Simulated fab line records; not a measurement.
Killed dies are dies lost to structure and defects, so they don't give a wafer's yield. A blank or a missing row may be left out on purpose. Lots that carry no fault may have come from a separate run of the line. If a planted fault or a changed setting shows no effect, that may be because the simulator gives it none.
A lot that was struck, set against a sound lot -- flow gf180mcu -- 20 out of 602 route steps
Sound: the wafers L833.3, L833.4, L833.5. Struck: wafer L844.3 (L844.1, L844.2, from the same lot, were not struck and are left out); the cause is given at the end.
For every step that has rows: the tool of each side, followed by ch and its chambers, followed by its first start. Under that, the readings that differ: sound wafers -- struck wafers -- difference of the means -- sigmas: that difference in standard deviations of wafers without a fault.
alike: readings with means less than 2 such deviations apart, plus words and numbers identical on both sides. not compared: withheld readings, readings lacking a value on some wafer, bounds such as >300 that could conceal the same value, and numbers that have no deviation in the record and whose values overlap.
Wherever a step has rows on one side only, a row that says differs or no value, or a row with sigmas, the two part there. Non-overlapping numbers with no deviation appear without sigmas and do not part them. Lack of a reading on every wafer of one side parts them only where that side has two or more wafers.

GF_PSD_STRIP_10: strips in O2/N2.
  sound on plasma asher-02 ch 0,1, day 14 21:42; struck on plasma asher-02 ch 1, day 18 23:57
reading,sound,struck,difference,sigmas
oes product au (a.u.),0.581 0.584 0.586,0.599,+0.015,+3
  alike: drypump motor current A, heater power w, strip time to endpoint s
  not compared: rf hours counter h
GF_PSD_TW_MEAS_11:
  sound on film metro-01, day 14 21:47; struck on film metro-04, day 19 00:03
  alike: PSD_TW
then, 1 step without rows for these wafers: GF_PSD_CLEAN_12 (cleans in SC1/SC2, time 150 s).
GF_PSD_RTA_13: time 20 s.
  sound on rtp anneal-02 ch 0, day 14 21:55; struck on rtp anneal-02 ch 0, day 19 00:10
  alike: lamp power pct, wafer_temp_C_max
GF_PSD_RS_MEAS_14: a four-point-probe measurement.
  sound on film metro-03, day 14 22:00; struck on film metro-04, day 19 00:15
  alike: NSD_RS
GF_PSD_RS_MEAS_15: a four-point-probe measurement.
  sound on film metro-03, day 14 22:07; struck on film metro-04, day 19 00:22
  alike: PSD_RS
GF_SAB_CVD_00: deposits SiO2 from TEOS, target thk 50 nm, time 4.9302 s.
  sound on pecvd-04 ch 1,2, day 14 22:12; struck on pecvd-01 ch 2, day 19 00:29
  alike: heater power w
GF_SAB_THK_MEAS_01:
  sound on film metro-04, day 14 22:14; struck on film metro-04, day 19 00:31
  alike: SAB_CVD_00_THK
then, 4 steps without rows for these wafers: GF_SAB_DEHYDRATE_02 (time 60 s); GF_SAB_HMDS_03 (prime time 60 s); GF_SAB_COAT_04 (resist thk 1000 nm); GF_SAB_SOFTBAKE_05 (time 60 s).
GF_SAB_EXPOSE_06: exposes mask SAB, target cd 420 nm.
  sound on iline stepper-02 ch 0, day 15 09:20; struck on iline stepper-02 ch 0, day 19 12:37
  alike: mask, exposure dose mJ cm2, focus offset nm
then, 2 steps without rows for these wafers: GF_SAB_PEB_07; GF_SAB_DEVELOP_08 (develop time 60 s).
GF_SAB_CD_MEAS_09: the cd target is 420 nm.
  sound on cd sem-02, day 15 20:09; struck on cd sem-02, day 20 00:54
reading,sound,struck,difference,sigmas
cd nm (nm),419.1 419.1 418.5,301.6,-117.3,-53
  not compared: hold
GF_SAB_OVL_MEAS_10:
  sound on overlay-02, day 15 20:14; struck on overlay-01, day 20 03:14
reading,sound,struck,difference,sigmas
hold,- - -,await dispo/2.2h/release,no value on the sound wafers,
  alike: SAB_OVL
GF_SAB_ETCH_11: etches SiO2 in C4F8/O2/Ar, target depth 55 nm, time 8.5 s.
  sound on rie diel-01 ch 0,1,3, day 15 20:16; struck on rie diel-02 ch 0, day 20 03:16
reading,sound,struck,difference,sigmas
model.SAB.cd nm (nm),419.4 418.7 417.7,300.8,-117.8,
  alike: oes product au
  not compared: rf hours counter h
then, 1 step without rows for these wafers: GF_SAB_WET_ETCH_12 (etches SiO2 in dHF, target depth 22 nm, time 440 s).
-- the record jumps here: 13 days lie between the struck wafers' starts before and after (it left off in module SAB and takes up again in module PASSIVATION, whose first step shown is number 602 of the route) --
GF_PASSIVATION_PROBE_99:
  rows exist in the record for the struck wafers here (prober-02, day 32 20:24), but not for the sound ones

## WHERE THEY PART
Earliest at GF_PSD_STRIP_10; latest, in this record, at GF_PASSIVATION_PROBE_99.

WHY: the cause the simulator had injected
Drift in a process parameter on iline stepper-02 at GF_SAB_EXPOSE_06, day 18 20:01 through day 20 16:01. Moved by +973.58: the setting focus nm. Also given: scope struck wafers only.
